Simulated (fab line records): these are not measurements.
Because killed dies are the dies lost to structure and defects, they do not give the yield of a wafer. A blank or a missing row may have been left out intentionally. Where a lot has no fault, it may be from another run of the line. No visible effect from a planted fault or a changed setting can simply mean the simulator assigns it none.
The tool behind it: which one? ; flow sky130 ; Sampling: 15 lots, 45 wafers, 6 of 708 route steps

## WHAT THE GAUGES SHOWED, per wafer
SKY_NWELL_OVL_MEAS_23. Usual: NWELL_01_OVL typically reads 0.3 nm, with standard deviation 1.7.
lot;measured;on;NWELL_01_OVL (nm);flag
L689;day 6 17:08;overlay-01;0.9 -0.5 0.5;
L690;day 6 18:26;overlay-01;-1.2 -2.9 -2.8;
L691;day 6 19:20;overlay-01;1.4 1.6 3.9;
L695;day 7 06:41;overlay-02;-4.5 -0.6 -2.8;
L694;day 7 07:32;overlay-02;-1.6 -0.4 -0.9;
L693;day 7 08:00;overlay-02;-2.2 -1.6 -0.9;
L696;day 7 14:45;overlay-02;1.2 0.6 0.5;
L699;day 8 06:05;overlay-01;3.3 2.0 3.8;
L701;day 8 20:59;overlay-01;1.6 0.4 2.1;
L702;day 9 03:40;overlay-01;1.3 -1.2 -0.4;
L703;day 9 11:26;overlay-01;3.2 1.5 1.4;
L706;day 10 03:44;overlay-02;0.4 0.1 1.0;
L707;day 10 15:14;overlay-01;1.8 2.0 1.8;
L708;day 11 01:20;overlay-01;0.9 2.0 1.6;
L709;day 11 03:29;overlay-02;-0.9 0.9 0.4;

SKY_VT_ADJUST_PCH_TW_MEAS_10. Usual: VT_ADJUST_PCH_TW typically reads 142.5, with standard deviation 1.
lot;measured;on;VT_ADJUST_PCH_TW;flag
L689;day 12 02:28;filmMetro-04;142.5 142.1 142.2;
L690;day 12 02:46;filmMetro-02;144.6 143.6 144.3;
L691;day 12 05:31;filmMetro-01;142.3 142.0 141.0;
L695;day 12 20:55;filmMetro-01;142.1 142.8 142.7;
L694;day 12 22:12;filmMetro-04;142.0 141.7 142.8;
L693;day 12 23:32;filmMetro-02;144.2 144.8 144.6;
L696;day 13 07:10;filmMetro-01;141.5 141.5 141.2;
L699;day 14 01:46;filmMetro-04;142.0 141.9 142.5;
L701;day 14 22:08;filmMetro-04;29.9 30.0 29.9;OFF
L702;day 15 07:28;filmMetro-01;29.9 29.8 29.9;OFF
L703;day 15 15:07;filmMetro-01;30.0 29.8 29.8;OFF
L706;day 16 13:16;filmMetro-04;142.9 142.8 142.4;
L707;day 17 05:01;filmMetro-01;141.8 141.3 141.7;
L708;day 17 14:31;filmMetro-02;143.9 144.3 145.2;
L709;day 17 17:22;filmMetro-01;141.7 141.6 141.8;

SKY_SONOS_TUNNEL_OVL_MEAS_08. Usual: SONOS_TUNNEL_OVL typically reads -1.1 nm, with standard deviation 1.4.
lot;measured;on;SONOS_TUNNEL_OVL (nm);flag
L689;day 13 03:20;overlay-02;-1.7 -2.6 -2.2;
L690;day 13 03:38;overlay-02;-0.7 -2.6 -1.2;
L691;day 13 06:55;overlay-02;-2.4 -0.4 -3.2;
L695;day 13 21:34;overlay-02;-2.3 -2.6 -2.5;
L694;day 13 22:59;overlay-02;-2.3 -2.1 -2.0;
L693;day 14 00:54;overlay-02;-2.6 -1.7 -1.1;
L696;day 14 08:30;overlay-02;0.3 -0.1 -1.3;
L699;day 15 03:29;overlay-02;-1.6 -0.9 -1.5;
L701;day 16 01:07;overlay-02;0.0 -0.3 0.8;
L702;day 16 10:27;overlay-01;-0.3 -1.4 -1.1;
L703;day 16 18:56;overlay-01;-1.0 0.5 -0.7;
L706;day 17 17:23;overlay-02;-1.8 -0.8 -1.2;
L707;day 18 10:14;overlay-02;-1.8 -2.7 -1.2;
L708;day 18 20:38;overlay-02;-0.4 -0.2 0.2;
L709;day 19 00:23;overlay-01;1.0 0.8 0.7;

## EACH LOT AND THE TOOL THAT RAN IT (in order: tool; ch and the chambers of the sampled wafers; start)
lot;SKY_NWELL_RTA_28;SKY_VT_ADJUST_HVTR_STRIP_10;SKY_VT_ADJUST_PCH_STRIP_09
L689;rtpAnneal-01 ch 0, day 6 17:33;plasmaAsher-03 ch 0,1, day 11 02:14;plasmaAsher-01 ch 0,1, day 12 02:21
L690;rtpAnneal-02 ch 0, day 6 18:50;plasmaAsher-01 ch 0,1, day 11 02:32;plasmaAsher-04 ch 0,1, day 12 02:40
L691;rtpAnneal-01 ch 0, day 6 19:44;plasmaAsher-01 ch 0,1, day 11 05:37;plasmaAsher-01 ch 0,1, day 12 05:24
L695;rtpAnneal-02 ch 0, day 7 07:05;plasmaAsher-01 ch 0,1, day 11 20:20;plasmaAsher-01 ch 0,1, day 12 20:48
L694;rtpAnneal-01 ch 0, day 7 07:55;plasmaAsher-03 ch 0,1, day 11 21:01;plasmaAsher-02 ch 0,1, day 12 22:06
L693;rtpAnneal-02 ch 0, day 7 08:25;plasmaAsher-01 ch 0,1, day 11 22:49;plasmaAsher-04 ch 0,1, day 12 23:28
L696;rtpAnneal-01 ch 0, day 7 15:10;plasmaAsher-02 ch 0,1, day 12 05:19;plasmaAsher-04 ch 0,1, day 13 07:05
L699;rtpAnneal-01 ch 0, day 8 06:30;plasmaAsher-02 ch 0,1, day 12 23:56;plasmaAsher-04 ch 0,1, day 14 01:39
L701;rtpAnneal-02 ch 0, day 8 21:24;plasmaAsher-01 ch 0,1, day 13 19:43;plasmaAsher-02 ch 0,1, day 14 22:03
L702;rtpAnneal-01 ch 0, day 9 04:04;plasmaAsher-01 ch 0,1, day 14 04:23;plasmaAsher-02 ch 0,1, day 15 07:22
L703;rtpAnneal-01 ch 0, day 9 11:49;plasmaAsher-03 ch 0,1, day 14 12:04;plasmaAsher-02 ch 0,1, day 15 15:01
L706;rtpAnneal-02 ch 0, day 10 04:08;plasmaAsher-02 ch 0,1, day 15 09:53;plasmaAsher-02 ch 0,1, day 16 13:10
L707;rtpAnneal-01 ch 0, day 10 15:39;plasmaAsher-03 ch 0,1, day 16 00:02;plasmaAsher-01 ch 0,1, day 17 04:55
L708;rtpAnneal-02 ch 0, day 11 01:44;plasmaAsher-01 ch 0, day 16 10:14;plasmaAsher-01 ch 0,1, day 17 14:24
L709;rtpAnneal-01 ch 0, day 11 03:53;plasmaAsher-01 ch 0,1, day 16 13:35;plasmaAsher-02 ch 0,1, day 17 17:16
- SKY_NWELL_RTA_28: time 30 s.
- SKY_VT_ADJUST_HVTR_STRIP_10: strips in O2/N2.
- SKY_VT_ADJUST_PCH_STRIP_09: strips in O2/N2.

## AS READ BY THE TOOLS THEMSELVES (means over the sampled wafers that have a number; for cases with no such wafer, the mark the record gives instead)
SKY_NWELL_RTA_28. Usual: lampPowerPct 25.30 %, standard deviation 0.061; wafer_temp_C_max 1054.9, standard deviation 0.9.
lot;tool;lampPowerPct (%);wafer_temp_C_max;flag
L689;rtpAnneal-01;25.29;1055.7;
L690;rtpAnneal-02;25.29;1054.4;
L691;rtpAnneal-01;25.30;1054.8;
L695;rtpAnneal-02;25.26;1054.3;
L694;rtpAnneal-01;25.37;1054.3;
L693;rtpAnneal-02;25.26;1054.7;
L696;rtpAnneal-01;25.27;1054.8;
L699;rtpAnneal-01;25.32;1054.6;
L701;rtpAnneal-02;25.35;1054.7;
L702;rtpAnneal-01;25.32;1054.4;
L703;rtpAnneal-01;25.23;1055.1;
L706;rtpAnneal-02;25.35;1055.7;
L707;rtpAnneal-01;25.27;1055.4;
L708;rtpAnneal-02;25.28;1055.0;
L709;rtpAnneal-01;25.33;1055.2;

SKY_VT_ADJUST_HVTR_STRIP_10. Usual: chamberPressureMTorr 1500.0 mTorr, standard deviation 1.4; drypumpMotorCurrentA 5.57 A, standard deviation 0.26; n2FlowSccm 299.9 sccm, standard deviation 0.89; oesProductAu 0.716 a.u., standard deviation 0.0046; stripTimeToEndpointS 14.34 s, standard deviation 0.047.
lot;tool;chamberPressureMTorr (mTorr);drypumpMotorCurrentA (A);n2FlowSccm (sccm);oesProductAu (a.u.);stripTimeToEndpointS (s);flag
L689;plasmaAsher-03;1499.6;5.70;301.0;0.716;14.30;
L690;plasmaAsher-01;1500.8;5.51;299.9;0.716;14.35;
L691;plasmaAsher-01;1500.6;5.51;300.0;0.716;14.29;
L695;plasmaAsher-01;1500.0;5.32;300.2;0.719;14.30;
L694;plasmaAsher-03;1500.6;5.65;299.5;0.717;14.40;
L693;plasmaAsher-01;1499.4;5.51;300.5;0.716;14.31;
L696;plasmaAsher-02;1500.4;5.66;299.9;0.722;14.32;
L699;plasmaAsher-02;1500.7;5.75;299.5;0.715;14.33;
L701;plasmaAsher-01;-;-;-;-;-;OFF
L702;plasmaAsher-01;-;-;-;-;-;OFF
L703;plasmaAsher-03;-;-;-;-;-;OFF
L706;plasmaAsher-02;1500.1;5.75;299.6;0.716;14.34;
L707;plasmaAsher-03;1499.7;5.72;300.2;0.716;14.40;
L708;plasmaAsher-01;1498.8;5.70;300.3;0.715;14.32;
L709;plasmaAsher-01;1499.0;5.52;300.5;0.715;14.30;

SKY_VT_ADJUST_PCH_STRIP_09. Usual: chamberPressureMTorr 1499.8 mTorr, standard deviation 1.5; drypumpMotorCurrentA 5.7 A, standard deviation 0.31; n2FlowSccm 299.8 sccm, standard deviation 0.92; oesProductAu 0.722 a.u., standard deviation 0.005; stripTimeToEndpointS 36.95 s, standard deviation 0.1.
lot;tool;chamberPressureMTorr (mTorr);drypumpMotorCurrentA (A);n2FlowSccm (sccm);oesProductAu (a.u.);stripTimeToEndpointS (s);flag
L689;plasmaAsher-01;1500.3;5.5;299.4;0.719;37.12;
L690;plasmaAsher-04;1498.3;6.0;300.3;0.725;36.95;
L691;plasmaAsher-01;1498.2;5.5;299.9;0.727;36.93;
L695;plasmaAsher-01;1499.9;5.5;300.4;0.721;36.85;
L694;plasmaAsher-02;1500.5;5.7;299.9;0.717;37.07;
L693;plasmaAsher-04;1500.4;5.9;298.9;0.724;36.99;
L696;plasmaAsher-04;1499.6;6.0;300.3;0.721;37.10;
L699;plasmaAsher-04;1499.2;5.9;300.8;0.723;37.01;
L701;plasmaAsher-02;1500.7;5.7;298.9;0.726;54.09;OFF
L702;plasmaAsher-02;1500.8;5.7;301.0;0.729;54.04;OFF
L703;plasmaAsher-02;1499.0;5.6;298.3;0.724;53.95;OFF
L706;plasmaAsher-02;1501.0;5.6;299.7;0.722;36.79;
L707;plasmaAsher-01;1500.5;5.5;299.0;0.721;36.87;
L708;plasmaAsher-01;1501.2;5.3;299.9;0.723;36.93;
L709;plasmaAsher-02;1500.5;5.8;300.1;0.727;36.94;

## THE ANSWER, worked out from the rows above alone
Rule: a lot counts as off when the mean over its wafers that have a number is more than 3 standard deviations away from the usual mean. Also off: a lot with no number at a reading for which 4 or more lots have one. Any other lot the step has rows for is counted as sound. Order of review: gauges by route order, followed by the tools' own readings, for which a lot's mean as printed above is used. At the first step where some lot is off, the reading lying furthest off is the one used; lots without a number count as furthest.
Off: at SKY_VT_ADJUST_PCH_TW_MEAS_10 (VT_ADJUST_PCH_TW), L701, L702, L703.
A tool fits if, at a process step before that reading, it ran every lot that is off, and no sound lot after the first of them. The gauges at SKY_VT_ADJUST_PCH_TW_MEAS_10 aren't tried: what is off there is off at SKY_VT_ADJUST_HVTR_STRIP_10 too, on other tools, and a gauge's error can't cause that. Not one of the candidates tried fits.

## WHAT THE SIMULATOR HAD INSERTED
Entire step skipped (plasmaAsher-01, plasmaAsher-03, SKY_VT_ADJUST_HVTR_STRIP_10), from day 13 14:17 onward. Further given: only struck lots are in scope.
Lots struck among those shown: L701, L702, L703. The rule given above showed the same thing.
